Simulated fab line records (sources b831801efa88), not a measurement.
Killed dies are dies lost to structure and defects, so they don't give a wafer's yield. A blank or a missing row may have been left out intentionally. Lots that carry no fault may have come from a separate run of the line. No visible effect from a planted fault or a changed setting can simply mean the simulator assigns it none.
Struck lot and sound lot, side by side | flow gf180mcu | 49 out of 602 route steps
Sound: these wafers, L538.1, L538.4, L538.6. The struck wafers were L533.1, L533.3, L533.5. The cause comes at the end.
For every step that has rows: the tool of each side, followed by ch and its chambers, followed by its first start. Under that, the readings that differ: sound wafers | struck wafers | difference of the means | sigmas: that difference in standard deviations of wafers without a fault.
alike: words and numbers the same on both sides, and readings whose means are apart by under 2 such deviations; not compared: readings that were withheld, readings missing a value for some wafer, numbers with overlapping values and no deviation given by the record, and bounds like >300 which may hide the same value.
The two part at a step that has a row with sigmas, a row that says differs or no value, or rows on one side only. Non-overlapping numbers with no deviation appear without sigmas and do not part them. A reading missing from all wafers of one side parts the sides only when that side holds two or more wafers.

first, 1 step without rows for these wafers: GF_STI_OXIDATION_21 (stabilise 600 s, purge 300 s, target thk 15 nm).
GF_STI_THK_MEAS_22:
  struck on filmMetro-01, day 4 17:35; sound on filmMetro-01, day 5 18:26
  alike: STI_OXIDATION_01_THK
then, 1 step without rows for these wafers: GF_STI_CVD_23 (deposits SiO2, target thk 650 nm, time 108.3 s).
GF_STI_THK_MEAS_24:
  struck on filmMetro-04, day 4 17:43; sound on filmMetro-01, day 5 18:35
  alike: STI_CVD_23_THK
GF_STI_CMP_25: polishes, stops on Si3N4, t overpolish 33 s, target thk 524.6 nm.
  sound on cmp-02 ch 0,3, day 5 18:38; struck on cmp-02 ch 1,2,3, day 4 17:50
reading             | sound       | struck      | difference | sigmas
timeToEndpointS (s) | 121 114 120 | 130 133 129 | +12        | +3
  alike: motorCurrentA, overpolishRunS
then, 4 steps without rows for these wafers: GF_STI_WET_ETCH_26 (etches SiO2 in dHF, target depth 94 nm, time 188 s); GF_STI_WET_ETCH_27 (etches Si3N4 in H3PO4, target depth 160 nm, time 1825 s); GF_STI_WET_ETCH_28 (etches SiO2 in dHF, target depth 20 nm, time 40 s); GF_STI_OXIDATION_29 (stabilise 600 s, purge 300 s, target thk 10 nm).
GF_STI_THK_MEAS_30:
  struck on filmMetro-02, day 4 20:04; sound on filmMetro-01, day 5 21:06
  alike: STI_OXIDATION_02_THK
then, 2 steps without rows for these wafers: GF_DNWELL_DEHYDRATE_00 (time 60 s); GF_DNWELL_HMDS_01 (prime time 60 s).
GF_DNWELL_COAT_02: resist thk 3000 nm.
  sound on lithoTrack-03 ch 0, day 6 04:12; struck on lithoTrack-01 ch 0, day 5 03:22
reading                                 | sound          | struck         | difference | sigmas
model.coat_of_DNWELL_COAT_02.thkNm (nm) | 3032 3035 3033 | 1645 1640 1640 | -1392      | 
then, 3 steps without rows for these wafers: GF_DNWELL_SOFTBAKE_03; GF_DNWELL_EXPOSE_04 (exposes mask DNWELL, target cd 1700 nm); GF_DNWELL_PEB_05.
GF_DNWELL_DEVELOP_06: develop time 60 s.
  sound: lithoTrack-04 ch 0; struck: lithoTrack-01 ch 0
reading                                 | sound          | struck         | difference | sigmas
model.coat_of_DNWELL_COAT_02.thkNm (nm) | 3031 3034 3032 | 1644 1639 1639 | -1392      | 
after that, 1 step had no rows for these wafers: GF_DNWELL_IMPLANT_07.
GF_DNWELL_STRIP_08: strips in O2/N2.
  sound on plasmaAsher-03 ch 0,1, day 6 12:19; struck on plasmaAsher-02 ch 0,1, day 5 10:55
reading                  | sound             | struck            | difference | sigmas
oesProductAu (a.u.)      | 0.727 0.727 0.722 | 0.710 0.715 0.722 | -0.010     | -2
stripTimeToEndpointS (s) | 37.32 37.37 37.34 | 21.22 21.16 21.17 | -16.16     | -99 or more
  alike: chamberPressureMTorr, drypumpMotorCurrentA, heaterPowerW
  not compared: rfHoursCounterH
GF_DNWELL_TW_MEAS_09:
  struck on filmMetro-03, day 5 11:01; sound on filmMetro-04, day 6 12:25
  alike: DNWELL_TW
then, 7 steps without rows for these wafers: GF_NWELL_DEHYDRATE_00 (time 60 s); GF_NWELL_HMDS_01 (prime time 60 s); GF_NWELL_COAT_02 (resist thk 3000 nm); GF_NWELL_SOFTBAKE_03; GF_NWELL_EXPOSE_04 (exposes mask Nwell, target cd 860 nm); GF_NWELL_PEB_05; GF_NWELL_DEVELOP_06 (develop time 58.48 s).
GF_NWELL_OVL_MEAS_07:
  struck on overlay-02, day 6 01:28; sound on overlay-02, day 7 04:14
  alike: NWELL_OVL
then, 2 steps without rows for these wafers: GF_NWELL_IMPLANT_08; GF_NWELL_IMPLANT_09.
GF_NWELL_STRIP_10: strips in O2/N2.
  sound on plasmaAsher-01 ch 0,1, day 7 04:35; struck on plasmaAsher-04 ch 0, day 6 01:47
  alike: chamberPressureMTorr, drypumpMotorCurrentA, heaterPowerW, oesProductAu, stripTimeToEndpointS
  not compared: rfHoursCounterH
GF_NWELL_TW_MEAS_11:
  struck on filmMetro-02, day 6 01:53; sound on filmMetro-03, day 7 04:41
reading  | sound          | struck         | difference | sigmas
NWELL_TW | 1563 1555 1565 | 1852 1857 1857 | +294       | +21
then, 7 steps without rows for these wafers: GF_LVPWELL_DEHYDRATE_00 (time 60 s); GF_LVPWELL_HMDS_01 (prime time 60 s); GF_LVPWELL_COAT_02 (resist thk 3000 nm); GF_LVPWELL_SOFTBAKE_03; GF_LVPWELL_EXPOSE_04 (exposes mask LVPWELL, target cd 600 nm); GF_LVPWELL_PEB_05; GF_LVPWELL_DEVELOP_06 (develop time 60 s).
GF_LVPWELL_OVL_MEAS_07:
  struck on overlay-01, day 6 16:46; sound on overlay-01, day 7 20:14
  alike: LVPWELL_OVL
then, 2 steps without rows for these wafers: GF_LVPWELL_IMPLANT_08; GF_LVPWELL_IMPLANT_09.
GF_LVPWELL_TW_MEAS_11:
  struck on filmMetro-04, day 6 17:11; sound on filmMetro-04, day 7 20:41
reading    | sound       | struck         | difference | sigmas
LVPWELL_TW | 556 562 560 | 1364 1364 1362 | +804       | +99 or more
GF_MVSD_TW_MEAS_11:
  struck on filmMetro-04, day 7 08:47; sound on filmMetro-03, day 8 13:41
reading | sound          | struck         | difference | sigmas
MVSD_TW | 1550 1552 1551 | 1845 1847 1842 | +294       | +16
GF_MVPSD_TW_MEAS_11:
  struck on filmMetro-02, day 8 00:56; sound on filmMetro-02, day 9 06:41
reading  | sound       | struck         | difference | sigmas
MVPSD_TW | 556 555 552 | 1378 1384 1380 | +826       | +99 or more
GF_VT_IMPLANT_TW_MEAS_10:
  struck on filmMetro-01, day 8 17:20; sound on filmMetro-01, day 10 00:22
reading       | sound       | struck         | difference | sigmas
VT_IMPLANT_TW | 565 563 561 | 1361 1373 1368 | +804       | +99 or more
GF_VT_IMPLANT_TW_MEAS_21:
  struck on filmMetro-01, day 9 10:53; sound on filmMetro-02, day 10 18:10
reading         | sound          | struck         | difference | sigmas
VT_IMPLANT_2_TW | 1229 1219 1215 | 1601 1608 1604 | +383       | +40
GF_VT_IMPLANT_TW_MEAS_32:
  struck on filmMetro-02, day 10 04:35; sound on filmMetro-02, day 11 13:14
reading         | sound             | struck               | difference | sigmas
VT_IMPLANT_3_TW | 269.4 268.7 269.3 | 1336.8 1353.2 1353.0 | +1078.5    | +99 or more
after that, 1 step had no rows for these wafers: GF_PASSIVATION_PROBE_99.

WHERE THEY PART
At GF_STI_CMP_25 first; at GF_VT_IMPLANT_TW_MEAS_32 last (within this record only).

WHY: what the simulator had put in
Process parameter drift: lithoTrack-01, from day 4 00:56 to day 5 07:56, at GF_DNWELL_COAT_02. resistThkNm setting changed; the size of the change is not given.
